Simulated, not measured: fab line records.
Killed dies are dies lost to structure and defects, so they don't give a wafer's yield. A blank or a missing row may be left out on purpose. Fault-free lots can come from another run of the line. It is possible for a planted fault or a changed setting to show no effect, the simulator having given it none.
fab line records | flow sfqLine
record: lots: 6 wafers: 18 lastDay: 100
route steps=325 shown I1@77 M2@88 I2@103 M3@118 M8@325
lots that met no fault: taken from a fault-free run of the same line
startH: hours from the record's first day to the start of the lot's first wafer shown | waitH: time in hours since the lot's previous step | " identical to the entry in the row above | L1.1+2: a row that stands for several wafers | - no value present, or no start provided | * or withheld: withheld | < > ~ a bound
route shown NAME@n: names a module that has steps shown in the file, with the first one's number in the route | usual: mean/standard deviation of fault-free wafers | same: alike in all rows | chamber/n: place in a boat | sites: readings site by site | _std_site: standard deviation across them | _edge_site: mean of outer sites minus mean of inner sites | radiusMm: how far each site lies from the wafer's centre | mask NAME#n: copy n | behind: the last tool/chamber to shape the wafer | hold: why the lot was held/for how many hours/how that ended | device: transistor that didn't switch, given as n, p or np | end of line: the same wafers' tests at the end of the route | where a step has no rows: the recipe by itself | killed: count of dies lost to structure and defects at first sort (not the wafer's yield) | map: dies across one wafer; x = killed, . = not, _ = none there
set.NAME: the setting that was run; set.NAME@STEP: the one run at that earlier step | model.NAME: the simulator's own value behind a step, which no gauge read
lots seen at some steps along the route; tables by step, rows by wafer
services: when a tool's chamber went out of use (startH, in hours from the record's first day, below 0 if earlier), for how many hours, and the reason
== steps ==
step: SFQ_TRILAYER_I1_VIA_LITHO_COAT_054
recipe: resist: BARC spinRpm: 3000 resistThkNm: 62
step: SFQ_TRILAYER_I1_VIA_LITHO_COAT_049
recipe: resist: KrF spinRpm: 3000 resistThkNm: 650
step: SFQ_TRILAYER_I1_VIA_LITHO_SOFTBAKE_053
recipe: tempC: withheld timeS: withheld resist: KrF
step: SFQ_TRILAYER_I1_VIA_LITHO_EXPOSE_050
recipe: maskId: I1 na: 0.6 sourceShape: conventional sigmaOuter: 0.65 targetCdNm: 500 doseMj: 21.3
step: SFQ_TRILAYER_I1_VIA_LITHO_PEB_052
recipe: pebTempC: 115 pebTimeS: 60 resist: KrF
step: SFQ_TRILAYER_I1_VIA_LITHO_DEVELOP_051
recipe: timeS: 60 resist: KrF
step: SFQ_I1_OVL_MEAS_913
usual: I1_OVL: 0/5
columns lot.wafer tool chamber startH waitH I1_OVL[nm]
L836.1 overlay-02 - 868.29 0.1 -3
L836.2 " - " " -3
L836.5 " - " " -4
L838.2 overlay-02 - 882.69 0.1 9
L838.3 " - " " 1
L838.4 " - " " 3
L843.1 overlay-02 - 921.21 0.1 5
L843.2 " - " " -1
L843.4 " - " " 3
L845.1 overlay-02 - 927.21 0.1 -9
L845.2 " - " " -9
L845.5 " - " " -5
L846.1 overlay-01 - 932.01 0.1 -1
L846.5 " - " " 0
L846.6 " - " " 3
L847.2 overlay-02 - 965.29 0.1 2
L847.3 " - " " 2
L847.6 " - " " 3
step: SFQ_TRILAYER_I1_VIA_BARC_OPEN_VIA_ETCH_071
recipe: maskMaterial: PR chemistry: O2 targetDepthNm: 125 target: BARC sourceW: 500 biasW: 80 pressureMtorr: 30 timeS: 41.7
usual: drypumpMotorCurrentA: 5.8/0.42 oesProductAu: 0.685/0.0044
columns lot.wafer tool chamber startH waitH drypumpMotorCurrentA oesProductAu rfHoursCounterH
L836.1 rieDiel-04 1 868.32 0.0 6.0 0.689 1
L836.2 " 0 " " 6.2 0.688 9
L836.5 " 1 " " 6.0 0.683 -
L838.2 rieDiel-03 0 882.72 0.0 5.4 0.681 13
L838.3 " 2 " " 5.5 0.688 2
L838.4 " 3 " " 5.1 0.693 1
L843.1 rieDiel-04 3 921.25 0.0 5.7 0.690 2
L843.2 " 1 " " 6.0 0.691 2
L843.4 " 2 " " 5.6 0.687 10
L845.1 rieDiel-03 1 927.25 0.0 6.5 0.681 4
L845.2 " 2 " " 5.5 0.679 2
L845.5 " 0 " " 5.4 0.685 -
L846.1 rieDiel-04 1 932.05 0.0 6.0 0.690 2
L846.5 " 2 " " 5.6 0.686 -
L846.6 " 1 " " 6.0 0.685 -
L847.2 rieDiel-01 3 965.32 0.0 5.2 0.688 8
L847.3 " 1 " " 6.1 0.679 19
L847.6 " 2 " " 5.4 0.690 -
step: SFQ_TRILAYER_I1_VIA_ETCH_VIA_ETCH_052
recipe: target: SiO2 stopOn: Nb maskMaterial: PR taperDeg: 20 chemistry: CHF3 targetDepthNm: 260 sourceW: 500 biasW: 80 pressureMtorr: 30 timeS: withheld
step: SFQ_TRILAYER_I1_VIA_STRIP_STRIP_053
recipe: gas: O2 powerW: 200 platenTempC: 40 overashFraction: 0.65 chemistry: O2 pressureMtorr: 50
usual: drypumpMotorCurrentA: 6.0/0.42 oesProductAu: 1.004/0.0075
columns lot.wafer tool chamber startH waitH drypumpMotorCurrentA oesProductAu rfHoursCounterH
L836.1 rieMetal-02 1 868.48 - 6.4 1.002 38
L836.2 " 0 " " 5.6 0.997 0
L836.5 " 0 " " 5.6 0.987 -
L838.2 rieMetal-02 0 882.88 - 5.6 1.009 2
L838.3 " 0 " " 5.6 1.012 -
L838.4 " 1 " " 6.3 1.002 -
L843.1 rieMetal-01 0 921.40 - 5.8 1.007 81
L843.2 " 1 " " 5.5 0.999 45
L843.4 " 1 " " 5.5 0.999 -
L845.1 rieMetal-04 0 927.40 - 6.7 1.014 38
L845.2 " 1 " " 6.1 1.012 77
L845.5 " 0 " " 6.7 0.998 -
L846.1 rieMetal-01 1 932.20 - 5.4 1.003 46
L846.5 " 1 " " 5.5 1.002 -
L846.6 " 0 " " 5.8 1.017 -
L847.2 rieMetal-02 0 965.48 - 5.6 1.013 14
L847.3 " 1 " " 6.4 1.017 -
L847.6 " 0 " " 5.6 1.011 -
step: SFQ_TRILAYER_I1_VIA_STRIP_SOLV_CLEAN_054
recipe: chemistry: NMP tempC: 70 timeS: 600
step: SFQ_TRILAYER_M2_DEP_PRE_CLEAN_056
recipe: gas: Ar timeS: 22.5 biasV: 250
step: SFQ_TRILAYER_M2_DEP_SPUTTER_055
recipe: material: Nb basePressurePa: 1.33e-06 chamberPressurePa: 0.1333 substrateTempC: 20 resputterCathodeVoltageV: 400 targetThkNm: 200 powerW: 2000 timeS: 133.3
usual: throttleValvePct: 30.3/1
columns lot.wafer tool chamber startH waitH throttleValvePct model.Nb_of_TRILAYER_M2_DEP_SPUTTER_055.thkNm
L836.1 pvdSputter-03 - 869.30 0.0 29.3 199.5
L836.2 " - " " 30.2 197.6
L836.5 " - " " 30.4 196.7
L838.2 pvdSputter-06 - 883.70 0.0 30.5 199.8
L838.3 " - " " 29.6 201
L838.4 " - " " 29.6 200
L843.1 pvdSputter-06 - 922.21 0.0 32.7 199.9
L843.2 " - " " 29.5 200.7
L843.4 " - " " 30.3 199.2
L845.1 pvdSputter-03 - 928.24 0.0 30.1 144.1
L845.2 " - " " 30.4 142.8
L845.5 " - " " 30.3 143.7
L846.1 pvdSputter-03 - 933.01 0.0 30.4 147.9
L846.5 " - " " 30.6 147.7
L846.6 " - " " 29.6 151.1
L847.2 pvdSputter-05 - 966.28 0.0 30.9 201.8
L847.3 " - " " 28.6 200.1
L847.6 " - " " 31.1 201.8
step: SFQ_M2_RS_MEAS_914
recipe: thkMeasGauge: four-point-probe reads: Nb_of_TRILAYER_M2_DEP_SPUTTER_055
usual: M2_NB_RS: 0.892/0.011
columns lot.wafer tool chamber startH waitH M2_NB_RS[ohm/sq]
L836.1 filmMetro-02 - 869.39 0.0 0.892
L836.2 " - " " 0.902
L836.5 " - " " 0.904
L838.2 filmMetro-04 - 883.81 0.1 0.890
L838.3 " - " " 0.883
L838.4 " - " " 0.887
L843.1 filmMetro-02 - 922.30 0.0 0.893
L843.2 " - " " 0.888
L843.4 " - " " 0.896
L845.1 filmMetro-01 - 928.33 0.0 1.244
L845.2 " - " " 1.253
L845.5 " - " " 1.243
L846.1 filmMetro-01 - 933.10 0.0 1.210
L846.5 " - " " 1.211
L846.6 " - " " 1.183
L847.2 filmMetro-01 - 966.39 0.1 0.884
L847.3 " - " " 0.889
L847.6 " - " " 0.881
step: SFQ_TRILAYER_M2_LITHO_COAT_062
recipe: resist: BARC spinRpm: 3000 resistThkNm: 62
step: SFQ_TRILAYER_M2_LITHO_COAT_057
recipe: resist: KrF spinRpm: 3000 resistThkNm: 600
step: SFQ_TRILAYER_M2_LITHO_SOFTBAKE_061
recipe: tempC: withheld timeS: withheld resist: KrF
step: SFQ_TRILAYER_M2_LITHO_EXPOSE_058
recipe: maskId: M2 na: 0.6 sourceShape: conventional sigmaOuter: 0.65 targetCdNm: 500 doseMj: 14.4
step: SFQ_TRILAYER_M2_LITHO_PEB_060
recipe: pebTempC: 115 pebTimeS: 60 resist: KrF
step: SFQ_TRILAYER_M2_LITHO_DEVELOP_059
recipe: timeS: 60 resist: KrF
step: SFQ_M2_OVL_MEAS_916
usual: M2_OVL: -3/5.3
columns lot.wafer tool chamber startH waitH M2_OVL[nm]
L836.1 overlay-01 - 1030.27 0.1 5
L836.2 " - " " 6
L836.5 " - " " 2
L838.2 overlay-01 - 1042.28 0.1 2
L838.3 " - " " -2
L838.4 " - " " 0
L843.1 overlay-02 - 1073.27 0.1 -4
L843.2 " - " " -8
L843.4 " - " " -5
L845.1 overlay-02 - 1079.27 0.1 -3
L845.2 " - " " -6
L845.5 " - " " -4
L846.1 overlay-02 - 1086.47 0.1 -7
L846.5 " - " " -15
L846.6 " - " " -16
L847.2 overlay-02 - 1114.00 0.1 -12
L847.3 " - " " -7
L847.6 " - " " -11
step: SFQ_TRILAYER_M2_BARC_OPEN_METAL_ETCH_077
recipe: maskMaterial: PR chemistry: O2 targetDepthNm: 125 target: BARC icpW: 600 biasW: 80 pressureMtorr: 10 timeS: 41.7
step: SFQ_TRILAYER_M2_ETCH_METAL_ETCH_060
recipe: target: Nb stopOn: SiO2 maskMaterial: PR chemistry: Cl2/Ar targetDepthNm: 240 icpW: 600 biasW: 80 pressureMtorr: 10 timeS: 120
usual: drypumpMotorCurrentA: 5.9/0.48 oesProductAu: 0.892/0.0074
columns lot.wafer tool chamber startH waitH drypumpMotorCurrentA oesProductAu rfHoursCounterH
L836.1 rieMetal-04 1 1030.37 0.0 6.1 0.893 91
L836.2 " 0 " " 6.7 0.893 51
L836.5 " 1 " " 6.1 0.887 -
L838.2 rieMetal-01 0 1042.37 0.0 5.9 0.903 94
L838.3 " 0 " " 5.8 0.900 -
L838.4 " 1 " " 5.5 0.890 -
L843.1 rieMetal-04 0 1073.42 0.1 6.6 0.900 62
L843.2 " 0 " " 6.7 0.895 -
L843.4 " 0 " " 6.7 0.893 -
L845.1 rieMetal-01 1 1079.36 0.0 5.5 0.749 64
L845.2 " 0 " " 5.8 0.750 100
L845.5 " 0 " " 5.8 0.744 -
L846.1 rieMetal-01 1 1086.56 0.0 5.5 0.758 65
L846.5 " 0 " " 5.9 0.767 -
L846.6 " 1 " " 5.5 0.764 -
L847.2 rieMetal-01 1 1114.09 0.0 5.5 0.907 69
L847.3 " 1 " " 5.5 0.893 -
L847.6 " 1 " " 5.5 0.896 -
step: SFQ_TRILAYER_M2_STRIP_STRIP_061
recipe: gas: O2 powerW: 200 platenTempC: 40 overashFraction: 0.65 chemistry: O2 pressureMtorr: 50
usual: drypumpMotorCurrentA: 5.9/0.48 oesProductAu: 1.001/0.0084
columns lot.wafer tool chamber startH waitH drypumpMotorCurrentA oesProductAu rfHoursCounterH
L836.1 rieMetal-04 1 1030.49 0.1 6.1 1.004 91
L836.2 " 0 " " 6.7 1.014 51
L836.5 " 1 " " 6.1 0.997 -
L838.2 rieMetal-01 0 1042.49 0.1 5.8 1.014 94
L838.3 " 0 " " 5.9 1.002 -
L838.4 " 1 " " 5.5 0.998 -
L843.1 rieMetal-04 0 1073.67 0.2 6.7 1.014 62
L843.2 " 0 " " 6.7 1.005 -
L843.4 " 0 " " 6.7 1.008 -
L845.1 rieMetal-01 1 1079.49 0.1 5.5 0.997 64
L845.2 " 0 " " 5.9 1.004 100
L845.5 " 0 " " 5.8 0.997 -
L846.1 rieMetal-01 1 1086.69 0.1 5.5 0.998 65
L846.5 " 0 " " 5.9 0.998 -
L846.6 " 1 " " 5.5 0.996 -
L847.2 rieMetal-01 1 1114.22 0.1 5.5 0.999 69
L847.3 " 1 " " 5.5 1.005 -
L847.6 " 1 " " 5.5 1.009 -
step: SFQ_TRILAYER_M2_STRIP_SOLV_CLEAN_062
recipe: chemistry: NMP tempC: 70 timeS: 600
step: SFQ_TRILAYER_I2_DEP_PECVD_063
recipe: material: SiO2 tempC: 150 timeS: 111.11 pressureTorr: 2.4 rfW: 183.3 precursor: SiH4/N2O targetThkNm: 500
usual: heaterPowerOuterW: 28/7.9 heaterPowerW: 84/14 throttleValvePct: 24.8/1.2
columns lot.wafer tool chamber startH waitH heaterPowerOuterW heaterPowerW throttleValvePct
L836.1 pecvd-02 2 1031.27 0.0 36 94 23.5
L836.2 " 0 " " 19 70 23.6
L836.5 " 1 " " 22 64 23.3
L838.2 pecvd-02 1 1043.27 0.0 20 60 23.3
L838.3 " 0 " " 15 67 23.7
L838.4 " 2 " " 38 98 23.4
L843.1 pecvd-02 1 1075.05 0.0 23 66 23.0
L843.2 " 0 " " 11 59 23.9
L843.4 " 0 " " 14 62 23.8
L845.1 pecvd-02 1 1080.28 0.0 24 65 23.1
L845.2 " 2 " " 32 89 23.5
L845.5 " 0 " " 11 58 23.8
L846.1 pecvd-03 0 1087.46 0.0 33 99 26.6
L846.5 " 1 " " 28 79 24.2
L846.6 " 2 " " 32 102 25.7
L847.2 pecvd-01 2 1114.99 0.0 33 85 25.6
L847.3 " 1 " " 33 83 25.5
L847.6 " 0 " " 29 87 26.0
step: SFQ_TRILAYER_I2_CMP_CMP_064
recipe: material: SiO2 downForcePsi: 3 platenRpm: 60 padVelocityMS: 0.94248
usual: motorCurrentA: 10.5/0.74 timeToEndpointS: 216/7.5
columns lot.wafer tool chamber startH waitH motorCurrentA timeToEndpointS
L836.1 cmp-02 3 1033.71 2.4 11.6 218
L836.2 " 1 1034.71 3.4 10.7 206
L836.5 " 3 1035.71 4.4 11.1 217
L838.2 cmp-01 0 1043.34 0.0 9.7 204
L838.3 " 1 " " 10.9 217
L838.4 " 3 1044.84 1.5 9.7 209
L843.4 cmp-02 1 1080.10 5.0 10.9 222
L843.1 " 2 " " 10.4 216
L843.2 " 0 1081.60 6.5 11.0 222
L845.1 cmp-02 2 1086.10 5.8 10.8 210
L845.2 " 0 1087.10 6.8 10.9 219
L845.5 " 3 1088.60 8.2 11.6 221
L846.1 cmp-02 0 1098.44 10.9 10.7 219
L846.6 " 1 " " 10.4 214
L846.5 " 2 " " 10.5 213
L847.3 cmp-02 1 1115.57 0.5 10.3 209
L847.2 " 2 " " 9.9 210
L847.6 " 0 1117.07 2.0 10.3 232
step: SFQ_I2_BOW_MEAS_917
recipe: mode: bow
usual: I2_BOW: 4/8.2
columns lot.wafer tool chamber startH waitH I2_BOW[um]
L836.1 filmMetro-01 - 1036.71 2.5 6
L836.2 " - " " -4
L836.5 " - " " 8
L838.2 filmMetro-02 - 1046.36 2.5 9
L838.3 " - " " 0
L838.4 " - " " -10
L843.1 filmMetro-02 - 1083.10 2.0 -2
L843.2 " - " " 4
L843.4 " - " " 12
L845.1 filmMetro-02 - 1089.10 2.5 -15
L845.2 " - " " -14
L845.5 " - " " 0
L846.1 filmMetro-02 - 1099.94 1.0 -17
L846.5 " - " " -5
L846.6 " - " " -8
L847.2 filmMetro-01 - 1118.09 1.5 3
L847.3 " - " " 5
L847.6 " - " " 6
step: SFQ_TRILAYER_I2_METRO_MEASURE_065
step: SFQ_TRILAYER_I2_VIA_LITHO_COAT_072
recipe: resist: BARC spinRpm: 3000 resistThkNm: 62
step: SFQ_TRILAYER_I2_VIA_LITHO_COAT_067
recipe: resist: KrF spinRpm: 3000 resistThkNm: 650
step: SFQ_TRILAYER_I2_VIA_LITHO_SOFTBAKE_071
recipe: tempC: withheld timeS: withheld resist: KrF
step: SFQ_TRILAYER_I2_VIA_LITHO_EXPOSE_068
recipe: maskId: I2 na: 0.6 sourceShape: conventional sigmaOuter: 0.65 targetCdNm: 500 doseMj: 21.3
step: SFQ_TRILAYER_I2_VIA_LITHO_PEB_070
recipe: pebTempC: 115 pebTimeS: 60 resist: KrF
step: SFQ_TRILAYER_I2_VIA_LITHO_DEVELOP_069
recipe: timeS: 60 resist: KrF
step: SFQ_I2_OVL_MEAS_918
usual: I2_OVL: 0/5.4
columns lot.wafer tool chamber startH waitH I2_OVL[nm]
L836.1 overlay-02 - 1183.23 0.1 3
L836.2 " - " " -1
L836.5 " - " " 2
L838.2 overlay-02 - 1192.84 0.1 5
L838.3 " - " " 2
L838.4 " - " " 1
L843.1 overlay-01 - 1228.83 0.1 0
L843.2 " - " " 5
L843.4 " - " " 11
L845.1 overlay-02 - 1233.63 0.1 -3
L845.2 " - " " 0
L845.5 " - " " -5
L846.1 overlay-01 - 1244.56 0.1 -3
L846.5 " - " " -12
L846.6 " - " " 1
L847.2 overlay-01 - 1264.96 0.1 -2
L847.3 " - " " 0
L847.6 " - " " 7
step: SFQ_TRILAYER_I2_VIA_BARC_OPEN_VIA_ETCH_096
recipe: maskMaterial: PR chemistry: O2 targetDepthNm: 125 target: BARC sourceW: 500 biasW: 80 pressureMtorr: 30 timeS: 41.7
step: SFQ_TRILAYER_I2_VIA_ETCH_VIA_ETCH_070
recipe: target: SiO2 stopOn: Nb maskMaterial: PR taperDeg: 20 chemistry: CHF3 targetDepthNm: 260 sourceW: 500 biasW: 80 pressureMtorr: 30 timeS: withheld
step: SFQ_TRILAYER_I2_VIA_STRIP_STRIP_071
recipe: gas: O2 powerW: 200 platenTempC: 40 overashFraction: 0.65 chemistry: O2 pressureMtorr: 50
step: SFQ_TRILAYER_I2_VIA_STRIP_SOLV_CLEAN_072
recipe: chemistry: NMP tempC: 70 timeS: 600
step: SFQ_TRILAYER_M3_DEP_PRE_CLEAN_074
recipe: gas: Ar timeS: 22.5 biasV: 250
step: SFQ_M8_BOW_MEAS_951
recipe: mode: bow
usual: M8_BOW: 11/11
columns lot.wafer tool chamber startH waitH M8_BOW[um] model.etest.m2.ohmUm model.etest.i1.linkOhm model.etest.i2.linkOhm model.etest.m2.ohmSq
L836.1 filmMetro-02 - 2274.68 0.0 24 1.788 1.972 1.956 0.8922
L836.2 " - " " 13 1.799 1.99 1.965 0.9005
L836.5 " - " " 26 1.809 1.994 1.965 0.9048
L838.2 filmMetro-01 - 2282.94 0.0 26 1.785 1.952 1.951 0.8906
L838.3 " - " " 15 1.773 1.957 1.945 0.8854
L838.4 " - " " 6 1.78 1.956 1.94 0.8898
L843.1 filmMetro-03 - 2400.52 0.0 4 1.764 1.97 1.971 0.8903
L843.2 " - " " 10 1.762 1.962 1.978 0.8866
L843.4 " - " " 18 1.775 1.986 1.99 0.8932
L845.1 filmMetro-03 - 2402.01 0.0 -10 2.485 2.387 2.325 1.235
L845.2 " - " " -6 2.5 2.415 2.332 1.247
L845.5 " - " " 8 2.478 2.398 2.331 1.239
L846.1 filmMetro-01 - 2402.93 0.0 -13 2.421 2.344 2.296 1.204
L846.5 " - " " -1 2.418 2.343 2.292 1.205
L846.6 " - " " -6 2.368 2.306 2.275 1.177
L847.2 filmMetro-01 - 2403.62 0.0 5 1.761 1.946 1.963 0.8819
L847.3 " - " " 9 1.776 1.953 1.971 0.8892
L847.6 " - " " 10 1.758 1.939 1.987 0.8817
== services ==
columns tool chamber startH hours kind
cmp-02 - 844.72 0.5 repair
cmp-02 - 854.55 0.5 repair
pecvd-02 - 857.20 2.8 pm
pecvd-02 0 882.47 2.3 repair
cmp-02 - 899.69 1.6 repair
rieMetal-02 - 901.13 0.8 repair
cmp-02 - 904.27 4.4 pm
pecvd-02 - 906.39 0.8 pm
rieMetal-02 1 907.36 12.6 repair
cmp-02 - 915.68 4.0 pm
rieMetal-04 - 923.56 1.4 pm
pecvd-02 - 924.03 2.5 repair
cmp-02 - 936.20 5.1 repair
cmp-02 - 960.32 2.1 repair
cmp-02 - 964.69 3.0 repair
pecvd-02 2 974.62 6.0 repair
cmp-02 - 1004.97 1.7 repair
rieMetal-04 - 1031.79 0.5 repair
rieMetal-04 1 1036.93 46.9 repair
cmp-02 - 1055.29 0.4 repair
pecvd-02 0 1057.61 2.4 repair
cmp-02 - 1064.85 3.3 pm
cmp-02 - 1103.49 1.5 repair
cmp-02 - 1113.84 0.3 repair
== key ==
firstSign: step: SFQ_M2_RS_MEAS_914 reading: M2_NB_RS direction: up sigmas: 30 usual: 0.892 struck: 1.224
effect: step: SFQ_TRILAYER_M2_ETCH_METAL_ETCH_060 reading: oesProductAu direction: down sigmas: 19 usual: 0.892 struck: 0.755
modelEffect: step: SFQ_TRILAYER_M2_DEP_SPUTTER_055 value: Nb_of_TRILAYER_M2_DEP_SPUTTER_055.thkNm without: 197.5 struck: 146.2
modelEffect: step: SFQ_M8_BOW_MEAS_951 value: etest.m2.ohmUm without: 1.81 struck: 2.445
metAt SFQ_TRILAYER_M2_DEP_SPUTTER_055
struckWafers L845.1,L845.2,L845.5,L846.1,L846.5,L846.6
onsetBetween 869.30 928.24
fault: kind: processParameterDrift tool: pvdSputter-03 chamber: - onsetH: 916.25 steps: SFQ_TRILAYER_M2_DEP_SPUTTER_055 channel: targetThkNm offset: -51.301 shape: step endH: 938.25 actsIn: theseRecipesOnly stated: 200
